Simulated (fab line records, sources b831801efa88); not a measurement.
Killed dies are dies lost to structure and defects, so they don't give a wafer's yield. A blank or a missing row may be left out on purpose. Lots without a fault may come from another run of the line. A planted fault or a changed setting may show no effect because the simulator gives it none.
fab line records | flow sky130 | part 2 of 2: steps 31 to 43 of 43
record lots=5 wafers=15 last_day=50
route steps=708 shown LDD_HVN@274 LDD_HVP@278 LDD_LDN@289 SPACER@304 POLY_CUT@307
lots that met no fault: from a run of the same line without faults
start_h: hours from the record's first day to the start of the lot's first wafer shown | wait_h: hours since the lot's step before | " the same as in the row above | L1.1+2: a row that stands for several wafers | - no value, or no start given | * or withheld: withheld | < > ~ a bound
route shown NAME@n: a module of which the file shows steps, and the number in the route of the first | usual: mean/standard deviation of fault-free wafers | same: alike in all rows | chamber/n: place in a boat | sites: the reading at each site | _std_site: their standard deviation | _edge_site: outer sites' mean less inner sites' | radius_mm: how far each site lies from the wafer's centre | mask NAME#n: copy n | behind: the tool/chamber that last shaped the wafer | hold: why the lot was held/for how many hours/how that ended | device: the transistor (n, p or np) that didn't switch | end of line: the same wafers' tests at the end of the route | a step without rows: its recipe alone | killed: dies lost to structure and defects at the first sort, not the wafer's yield | map: a wafer's dies, x killed, . not, _ none there
set.NAME: the setting as run; set.NAME@STEP: as run at that earlier step | model.NAME: the simulator's own value behind a step, which no gauge read
lots at some steps of the route; a table a step, a row a wafer
services: from which hour (start_h, from the record's first day; less than 0 if before it) a tool's chamber was out of use, for how many hours, and why
## steps
# step SKY_SPACER_CVD_00
# recipe material=Si3N4 precursor=DCS/NH3 target_thk_nm=43.1 temp_c=770 time_s=740 pressure_mtorr=250
# columns lot.wafer tool chamber start_h wait_h
L075.2+3+6 lpcvd-02 0 538.75 0.6
L077.2+4+6 lpcvd-02 1 553.17 0.0
L080.2+4+6 lpcvd-02 0 584.92 2.2
L092.2+3+4 lpcvd-02 1 677.83 0.8
L095.1+2+3 lpcvd-02 0 702.32 0.0
# step SKY_SPACER_THK_MEAS_01
# recipe reads=Si3N4_of_SPACER_CVD_00
# usual SPACER_CVD_00_THK=43.0/0.51
# columns lot.wafer tool chamber start_h wait_h SPACER_CVD_00_THK[nm]
L075.2 film_metro-01 - 540.57 0.0 42.9
L075.3 " - " " 42.4
L075.6 " - " " 42.5
L077.2 film_metro-02 - 554.99 0.0 43.0
L077.4 " - " " 43.4
L077.6 " - " " 43.6
L080.2 film_metro-01 - 586.74 0.0 43.1
L080.4 " - " " 42.8
L080.6 " - " " 43.1
L092.2 film_metro-03 - 679.05 0.0 43.5
L092.3 " - " " 43.1
L092.4 " - " " 43.5
L095.1 film_metro-01 - 703.52 0.0 43.8
L095.2 " - " " 44.2
L095.3 " - " " 44.4
# step SKY_SPACER_ETCHBACK_02
# recipe chemistry=CH3F/O2 target=Si3N4 stop_on=SiO2 source_w=400 bias_w=80 pressure_mtorr=25 ch3f_flow_sccm=40 O2_flow_sccm=30 time_s=46.7 target_depth_a=450
# usual drypump_motor_current_A=6.1/0.46 oes_product_au=0.854/0.0076 throttle_valve_pct=10.563/0.0087
# columns lot.wafer tool chamber start_h wait_h drypump_motor_current_A oes_product_au rf_hours_counter_h throttle_valve_pct
L075.2 rie_diel-04 0 540.62 0.0 6.4 0.860 54 10.566
L075.3 " 2 " " 5.5 0.846 31 10.559
L075.6 " 0 " " 6.3 0.849 - 10.558
L077.2 rie_diel-01 2 555.04 0.0 6.2 0.859 1 10.559
L077.4 " 0 " " 6.2 0.862 - 10.566
L077.6 " 2 " " 6.2 0.862 - 10.568
L080.2 rie_diel-04 2 586.79 0.0 5.5 0.860 32 10.569
L080.4 " 0 " " 6.3 0.857 - 10.563
L080.6 " 1 " " 6.7 0.854 - 10.556
L092.2 rie_diel-04 3 679.10 0.0 6.6 0.851 2 10.561
L092.3 " 0 " " 6.4 0.852 57 10.574
L092.4 " 2 " " 5.6 0.859 34 10.559
L095.1 rie_diel-02 2 703.58 0.1 5.9 0.855 15 10.562
L095.2 " 0 " " 6.0 0.876 47 10.558
L095.3 " 1 " " 5.2 0.869 3 10.559
# step SKY_POLY_CUT_DEHYDRATE_00
# recipe temp_c=200 time_s=60
# columns lot.wafer tool chamber start_h wait_h
L075.2+3+6 litho_track-04 0 555.77 15.1
L077.2+4+6 litho_track-02 0 569.44 14.4
L080.2+4+6 litho_track-03 0 600.55 13.7
L092.2+3+4 litho_track-04 0 692.32 13.2
L095.1+2+3 litho_track-03 0 716.73 13.1
# step SKY_POLY_CUT_HMDS_01
# recipe prime_time_s=60 prime_temp_c=120
# usual prime_temp_c=119.97/0.14
# columns lot.wafer tool chamber start_h wait_h prime_temp_c
L075.2 litho_track-04 0 555.92 0.1 120.15
L075.3 " 0 " " 120.10
L075.6 " 0 " " 120.07
L077.2 litho_track-02 0 569.59 0.1 120.17
L077.4 " 0 " " 120.13
L077.6 " 0 " " 119.89
L080.2 litho_track-03 0 600.70 0.1 119.90
L080.4 " 0 " " 120.03
L080.6 " 0 " " 120.00
L092.2 litho_track-04 0 692.47 0.1 120.02
L092.3 " 0 " " 120.10
L092.4 " 0 " " 120.11
L095.1 litho_track-03 0 716.88 0.1 119.99
L095.2 " 0 " " 120.06
L095.3 " 0 " " 119.99
# step SKY_POLY_CUT_COAT_02
# recipe resist=BARC temp_c=withheld time_s=withheld spin_rpm=3000 resist_thk_nm=60
# columns lot.wafer tool chamber start_h wait_h
L075.2+3+6 litho_track-04 0 556.07 0.1
L077.2+4+6 litho_track-02 0 569.74 0.1
L080.2+4+6 litho_track-03 0 600.85 0.1
L092.2+3+4 litho_track-04 0 692.62 0.1
L095.1+2+3 litho_track-03 0 717.03 0.1
# step SKY_POLY_CUT_COAT_03
# recipe resist=KrF-thick spin_rpm=3000 resist_thk_nm=450
# columns lot.wafer tool chamber start_h wait_h
L075.2+3+6 litho_track-04 0 - -
L077.2+4+6 litho_track-02 0 - -
L080.2+4+6 litho_track-03 0 - -
L092.2+3+4 litho_track-04 0 - -
L095.1+2+3 litho_track-03 0 - -
# step SKY_POLY_CUT_SOFTBAKE_04
# recipe temp_c=100 time_s=90 resist=KrF-thick
# columns lot.wafer tool chamber start_h wait_h
L075.2+3+6 litho_track-04 0 - -
L077.2+4+6 litho_track-02 0 - -
L080.2+4+6 litho_track-03 0 - -
L092.2+3+4 litho_track-04 0 - -
L095.1+2+3 litho_track-03 0 - -
# step SKY_POLY_CUT_EXPOSE_05
# recipe mask_id=NPCM na=0.8 source_shape=annular sigma_inner=0.55 sigma_outer=0.85 target_cd_nm=270 dose_mj=32
# columns lot.wafer tool chamber start_h wait_h mask
L075.2+3+6 krf_scanner-02 0 - - NPCM#0
L077.2+4+6 krf_scanner-01 0 - - NPCM#0
L080.2+4+6 krf_scanner-02 0 - - NPCM#0
L092.2+3+4 krf_scanner-01 0 - - NPCM#0
L095.1+2+3 krf_scanner-02 0 - - NPCM#0
# step SKY_POLY_CUT_PEB_06
# recipe peb_temp_c=withheld peb_time_s=withheld resist=KrF-thick
# columns lot.wafer tool chamber start_h wait_h
L075.2+3+6 litho_track-04 0 - -
L077.2+4+6 litho_track-04 0 - -
L080.2+4+6 litho_track-02 0 - -
L092.2+3+4 litho_track-03 0 - -
L095.1+2+3 litho_track-04 0 - -
# step SKY_POLY_CUT_DEVELOP_07
# recipe develop_time_s=60 resist=KrF-thick dev_temp_c=21
# columns lot.wafer tool chamber start_h wait_h
L075.2+3+6 litho_track-04 0 - -
L077.2+4+6 litho_track-04 0 - -
L080.2+4+6 litho_track-02 0 - -
L092.2+3+4 litho_track-03 0 - -
L095.1+2+3 litho_track-04 0 - -
# step SKY_POLY_CUT_CD_MEAS_08
# recipe target_cd_nm=270
# usual cd_nm=270.4/1.5
# columns lot.wafer tool chamber start_h wait_h cd_nm
L075.2 cd_sem-01 - 571.52 - 270.0
L075.3 " - " " 272.8
L075.6 " - " " 271.2
L077.2 cd_sem-01 - 584.22 - 270.0
L077.4 " - " " 269.7
L077.6 " - " " 269.7
L080.2 cd_sem-01 - 615.78 - 270.8
L080.4 " - " " 270.6
L080.6 " - " " 271.2
L092.2 cd_sem-02 - 706.60 - 270.1
L092.3 " - " " 269.3
L092.4 " - " " 269.7
L095.1 cd_sem-02 - 731.05 - 269.6
L095.2 " - " " 269.3
L095.3 " - " " 269.1
# step SKY_POLY_CUT_OVL_MEAS_09
# usual POLY_CUT_OVL=0/6.3
# columns lot.wafer tool chamber start_h wait_h POLY_CUT_OVL[nm]
L075.2 overlay-02 - 571.62 0.1 -1
L075.3 " - " " -9
L075.6 " - " " -5
L077.2 overlay-01 - 584.32 0.1 0
L077.4 " - " " 5
L077.6 " - " " -3
L080.2 overlay-01 - 615.89 0.1 -3
L080.4 " - " " 0
L080.6 " - " " 1
L092.2 overlay-01 - 706.70 0.1 -10
L092.3 " - " " -1
L092.4 " - " " 4
L095.1 overlay-02 - 731.17 0.1 -8
L095.2 " - " " -10
L095.3 " - " " -6
## services
# columns tool chamber start_h hours kind
implanter-03 - 454.91 2.4 repair
implanter-03 - 468.23 0.7 repair
iline_stepper-01 - 470.19 3.4 repair
plasma_asher-02 - 513.52 2.8 pm
iline_stepper-01 - 529.84 1.7 pm
implanter-02 - 551.21 1.6 repair
iline_stepper-02 - 557.01 1.7 pm
iline_stepper-02 - 558.68 4.4 pm
plasma_asher-02 - 563.16 2.7 repair
implanter-04 - 565.41 4.1 repair
implanter-03 - 570.89 3.9 repair
iline_stepper-01 - 574.17 2.1 pm
implanter-04 - 584.58 5.8 repair
iline_stepper-02 - 585.85 11.3 repair
implanter-02 - 601.03 2.5 repair
implanter-04 - 611.64 2.8 pm
implanter-01 - 617.34 5.3 pm
plasma_asher-01 - 624.41 1.1 repair
implanter-04 - 624.51 4.2 pm
implanter-04 - 631.79 1.1 repair
iline_stepper-02 - 655.06 4.5 repair
iline_stepper-01 - 669.02 4.3 pm
implanter-03 - 669.31 3.7 repair
implanter-01 - 716.67 2.7 repair
